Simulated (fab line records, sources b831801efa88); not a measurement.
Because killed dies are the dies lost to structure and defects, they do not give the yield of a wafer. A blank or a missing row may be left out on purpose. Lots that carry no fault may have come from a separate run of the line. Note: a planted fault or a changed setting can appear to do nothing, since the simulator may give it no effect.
Which tool is to blame? | flow gf180mcu | 72 wafers from 24 lots sampled at 5 of the route's 602 steps

## WHAT THE GAUGES READ, wafer by wafer
GF_SALICIDE_THK_MEAS_05: measures by xrf.
lot  | measured     | on            | SALICIDE_TIN_THK (nm)
L074 | day 15 04:20 | film_metro-02 | 20.36 20.17 20.25
L075 | day 15 11:21 | film_metro-02 | 19.61 19.74 19.52
L076 | day 15 19:45 | film_metro-04 | 19.62 19.75 19.80
L077 | day 15 22:57 | film_metro-02 | 20.35 20.01 20.53
L078 | day 16 09:14 | film_metro-04 | 19.95 20.13 19.96
L079 | day 16 17:16 | film_metro-04 | 20.57 20.12 20.32
L080 | day 17 00:34 | film_metro-01 | 19.54 19.96 19.89
L081 | day 17 13:23 | film_metro-04 | 19.90 19.96 20.00
L082 | day 17 20:04 | film_metro-01 | 20.06 20.11 20.03
L083 | day 18 04:49 | film_metro-02 | 20.06 20.09 20.20
L084 | day 18 14:04 | film_metro-04 | 20.39 20.21 20.29
L085 | day 19 01:49 | film_metro-04 | 20.27 19.94 20.19
L086 | day 19 08:26 | film_metro-04 | 20.01 20.02 20.09
L087 | day 19 12:19 | film_metro-02 | 20.31 20.00 19.93
L088 | day 20 06:51 | film_metro-04 | 20.02 19.87 20.01
L089 | day 20 19:39 | film_metro-02 | 19.82 20.10 19.89
L090 | day 20 23:23 | film_metro-02 | 19.92 19.88 19.94
L091 | day 21 17:29 | film_metro-02 | 20.27 20.23 20.26
L092 | day 21 22:50 | film_metro-02 | 20.34 20.11 20.29
L093 | day 22 10:58 | film_metro-01 | 19.90 19.53 19.76
L095 | day 22 12:54 | film_metro-02 | 20.38 20.35 20.49
L094 | day 22 13:50 | film_metro-02 | 20.06 20.20 20.24
L096 | day 22 23:09 | film_metro-02 | 19.92 19.98 20.03
L097 | day 23 08:55 | film_metro-01 | 19.99 19.62 19.92

GF_CONTACT_OVL_MEAS_15.
lot  | measured     | on         | CONTACT_OVL (nm)
L074 | day 16 02:34 | overlay-01 | -4 -5 -5
L075 | day 16 10:25 | overlay-02 | 4 1 8
L076 | day 16 18:48 | overlay-02 | 3 4 4
L077 | day 16 22:16 | overlay-02 | -3 -7 -6
L078 | day 17 09:11 | overlay-01 | -4 -2 0
L079 | day 17 17:55 | overlay-01 | -2 2 5
L080 | day 18 00:29 | overlay-01 | 2 6 5
L081 | day 18 13:18 | overlay-01 | -1 1 -1
L082 | day 18 20:20 | overlay-01 | 5 1 6
L083 | day 19 06:45 | overlay-01 | -1 3 0
L084 | day 19 15:25 | overlay-02 | 1 3 -4
L085 | day 20 03:51 | overlay-01 | -3 1 -1
L086 | day 20 09:30 | overlay-01 | 5 3 8
L087 | day 20 14:24 | overlay-01 | 0 5 -1
L088 | day 21 07:36 | overlay-01 | 2 1 5
L089 | day 21 20:08 | overlay-02 | 8 1 10
L090 | day 22 00:41 | overlay-01 | 11 3 3
L091 | day 22 17:26 | overlay-01 | 1 -8 -6
L092 | day 22 22:56 | overlay-01 | 1 9 0
L093 | day 23 10:26 | overlay-01 | 0 3 6
L095 | day 23 12:39 | overlay-01 | 2 11 11
L094 | day 23 13:08 | overlay-01 | -11 -6 -12
L096 | day 23 22:23 | overlay-01 | 5 4 2
L097 | day 24 08:20 | overlay-01 | -1 2 1

GF_V2_RS_MEAS_24: uses a four-point probe to measure.
lot  | measured     | on            | V2_W_RS (ohm/sq)
L074 | day 20 09:08 | film_metro-02 | 0.330 0.327 0.329
L075 | day 20 16:05 | film_metro-01 | 0.327 0.328 0.327
L076 | day 21 01:46 | film_metro-03 | 0.325 0.328 0.324
L077 | day 21 05:17 | film_metro-03 | 0.328 0.327 0.326
L078 | day 21 14:24 | film_metro-03 | 0.321 0.321 0.324
L079 | day 22 01:50 | film_metro-01 | 0.329 0.321 0.327
L080 | day 22 07:46 | film_metro-03 | 0.329 0.328 0.326
L081 | day 22 19:18 | film_metro-02 | 0.330 0.329 0.332
L082 | day 23 03:05 | film_metro-02 | 0.324 0.325 0.325
L083 | day 23 11:54 | film_metro-02 | 0.329 0.327 0.327
L084 | day 23 19:11 | film_metro-03 | 0.323 0.320 0.317
L085 | day 24 05:31 | film_metro-02 | 0.329 0.329 0.332
L086 | day 24 12:55 | film_metro-01 | 0.328 0.328 0.329
L087 | day 24 17:08 | film_metro-02 | 0.322 0.323 0.321
L088 | day 25 09:38 | film_metro-01 | 0.323 0.319 0.323
L089 | day 25 20:26 | film_metro-03 | 0.321 0.321 0.327
L090 | day 26 01:02 | film_metro-01 | 0.318 0.321 0.323
L091 | day 26 16:02 | film_metro-02 | 0.326 0.332 0.328
L092 | day 26 22:38 | film_metro-02 | 0.328 0.328 0.321
L093 | day 27 07:10 | film_metro-01 | 0.325 0.331 0.324
L095 | day 27 09:53 | film_metro-01 | 0.324 0.324 0.330
L094 | day 27 10:17 | film_metro-02 | 0.323 0.327 0.325
L096 | day 27 20:07 | film_metro-01 | 0.327 0.325 0.333
L097 | day 28 03:36 | film_metro-01 | 0.330 0.332 0.330

## WHICH TOOL RAN EACH LOT (tool, then ch and the chambers of the sampled wafers, then the start)
lot  | GF_STI_CMP_25                | GF_CONTACT_ETCH_16
L074 | cmp-02 ch 1,2,3, day 2 08:02 | rie_diel-02 ch 0,1,3, day 16 02:35
L075 | cmp-01 ch 0,1,2, day 2 10:32 | rie_diel-02 ch 1,3, day 16 10:28
L076 | cmp-01 ch 0,3, day 2 15:16   | rie_diel-02 ch 0,1, day 16 18:50
L077 | cmp-01 ch 0,2,3, day 2 18:50 | rie_diel-03 ch 0,2, day 16 22:17
L078 | cmp-02 ch 0,1,3, day 3 00:04 | rie_diel-02 ch 0,1,2, day 17 09:13
L079 | cmp-01 ch 1,2,3, day 3 04:59 | rie_diel-02 ch 0,1, day 17 17:56
L080 | cmp-01 ch 0,1, day 3 10:37   | rie_diel-03 ch 0,3, day 18 00:31
L081 | cmp-01 ch 1,2, day 3 15:50   | rie_diel-03 ch 2,3, day 18 13:20
L082 | cmp-01 ch 0,1,2, day 3 21:17 | rie_diel-01 ch 1,2, day 18 20:22
L083 | cmp-01 ch 0,1,3, day 4 03:56 | rie_diel-01 ch 0,1, day 19 06:47
L084 | cmp-02 ch 1,2,3, day 4 06:58 | rie_diel-01 ch 0,1,2, day 19 15:26
L085 | cmp-02 ch 1,2,3, day 4 13:58 | rie_diel-02 ch 0,1,2, day 20 03:53
L086 | cmp-02 ch 0,1, day 4 18:03   | rie_diel-03 ch 1,2,3, day 20 09:32
L087 | cmp-01 ch 2,3, day 4 21:49   | rie_diel-03 ch 1,2,3, day 20 14:26
L088 | cmp-01 ch 1,2, day 5 05:03   | rie_diel-03 ch 0,3, day 21 07:38
L089 | cmp-01 ch 1,2,3, day 5 11:58 | rie_diel-02 ch 0,1,2, day 21 20:10
L090 | cmp-02 ch 0,3, day 5 15:44   | rie_diel-03 ch 0,1,3, day 22 00:43
L091 | cmp-02 ch 1,2,3, day 6 00:12 | rie_diel-02 ch 1,2, day 22 17:28
L092 | cmp-02 ch 0,1,2, day 6 02:38 | rie_diel-02 ch 0,1,3, day 22 22:58
L093 | cmp-01 ch 0,1,2, day 6 12:11 | rie_diel-03 ch 0,1,3, day 23 10:28
L095 | cmp-01 ch 0,1,3, day 6 17:43 | rie_diel-02 ch 0,2, day 23 12:41
L094 | cmp-02 ch 1,2,3, day 6 17:46 | rie_diel-01 ch 1,2,3, day 23 13:10
L096 | cmp-01 ch 0,1, day 6 22:46   | rie_diel-03 ch 0,1,2, day 23 22:25
L097 | cmp-01 ch 1,2, day 7 05:29   | rie_diel-02 ch 0,3, day 24 08:22
- GF_STI_CMP_25: polishes, stops on Si3N4, t overpolish 33 s, target thk 524.6 nm.
- GF_CONTACT_ETCH_16: etches BARC in N2/H2.

## WHAT THE TOOLS THEMSELVES READ (means of the sampled wafers that have a number; where no wafer has one, the mark that the record gives instead)
GF_STI_CMP_25.
lot  | tool   | motor_current_A (A) | overpolish_run_s (s) | time_to_endpoint_s (s)
L074 | cmp-02 | 12.5                | 32.996               | 121
L075 | cmp-01 | 11.4                | 32.992               | 122
L076 | cmp-01 | 12.4                | 33.003               | 128
L077 | cmp-01 | 11.8                | 33.012               | 123
L078 | cmp-02 | 12.5                | 32.998               | 126
L079 | cmp-01 | 11.7                | 32.999               | 125
L080 | cmp-01 | 11.1                | 33.009               | 128
L081 | cmp-01 | 10.7                | 32.991               | 125
L082 | cmp-01 | 11.5                | 32.990               | 127
L083 | cmp-01 | 11.7                | 32.996               | 127
L084 | cmp-02 | 12.6                | 33.003               | 125
L085 | cmp-02 | 12.7                | 33.003               | 125
L086 | cmp-02 | 12.4                | 33.003               | 120
L087 | cmp-01 | 11.4                | 32.998               | 126
L088 | cmp-01 | 10.6                | 32.994               | 122
L089 | cmp-01 | 11.5                | 32.998               | 120
L090 | cmp-02 | 13.2                | 33.005               | 125
L091 | cmp-02 | 12.7                | 33.012               | 121
L092 | cmp-02 | 13.0                | 32.999               | 124
L093 | cmp-01 | 11.3                | 32.994               | 122
L095 | cmp-01 | 11.9                | 33.002               | 122
L094 | cmp-02 | 12.6                | 32.994               | 127
L096 | cmp-01 | 10.9                | 33.006               | 125
L097 | cmp-01 | 10.6                | 33.012               | 123

GF_CONTACT_ETCH_16.
lot  | tool        | drypump_motor_current_A (A) | h2_flow_sccm (sccm) | oes_product_au (a.u.) | throttle_valve_pct (%)
L074 | rie_diel-02 | 5.6                         | 200.0               | 0.853                 | 13.219
L075 | rie_diel-02 | 5.3                         | 199.9               | 0.857                 | 13.223
L076 | rie_diel-02 | 5.7                         | 199.7               | 0.857                 | 13.219
L077 | rie_diel-03 | 5.7                         | 200.2               | 0.858                 | 13.222
L078 | rie_diel-02 | 6.0                         | 200.3               | 0.858                 | 13.233
L079 | rie_diel-02 | 5.9                         | 200.0               | 0.855                 | 13.237
L080 | rie_diel-03 | 6.2                         | 200.3               | 0.856                 | 13.223
L081 | rie_diel-03 | 6.1                         | 200.1               | 0.851                 | 13.219
L082 | rie_diel-01 | 5.6                         | 200.1               | 0.855                 | 13.230
L083 | rie_diel-01 | 5.7                         | 200.1               | 0.851                 | 13.217
L084 | rie_diel-01 | 5.7                         | 200.4               | 0.856                 | 13.221
L085 | rie_diel-02 | 6.0                         | 199.9               | 0.858                 | 13.228
L086 | rie_diel-03 | 6.0                         | 199.5               | 0.856                 | 13.219
L087 | rie_diel-03 | 6.0                         | 199.8               | 0.858                 | 13.226
L088 | rie_diel-03 | 6.2                         | 200.1               | 0.859                 | 13.232
L089 | rie_diel-02 | 6.0                         | 199.7               | 0.851                 | 13.229
L090 | rie_diel-03 | 6.1                         | 200.2               | 0.854                 | 13.221
L091 | rie_diel-02 | 6.1                         | 199.5               | 0.857                 | 13.235
L092 | rie_diel-02 | 5.6                         | 200.2               | 0.857                 | 13.223
L093 | rie_diel-03 | 6.1                         | 200.0               | 0.855                 | 13.229
L095 | rie_diel-02 | 6.3                         | 199.8               | 0.855                 | 13.230
L094 | rie_diel-01 | 5.9                         | 200.5               | 0.857                 | 13.217
L096 | rie_diel-03 | 5.8                         | 200.1               | 0.857                 | 13.221
L097 | rie_diel-02 | 5.6                         | 199.7               | 0.854                 | 13.225

## THE ANSWER, worked out from the rows above alone
Rule: usual is defined by the lots themselves. The widest of any qualifying gaps counts: lots, ordered by their means at a reading, are off when they make up no more than a third of the lots, leave a main group of 4 or more, and stand apart from it by 3 or more times the standard deviation of that group's means. A main group is skipped when, at the precision printed for the reading in the tables above, its means are all equal. A lot without any number at a reading at which 4 lots or more have one is off too. All remaining lots with rows at the step are treated as sound. Order of review: gauges by route order, followed by the tools' own readings, for which a lot's mean as printed above is used. The first step at which some lot is off is used, and at that step the reading that is off furthest; a lot without a number counts as furthest.
No lot is off at any reading shown: from this, nothing can be told.

## WHAT WAS PUT IN BY THE SIMULATOR
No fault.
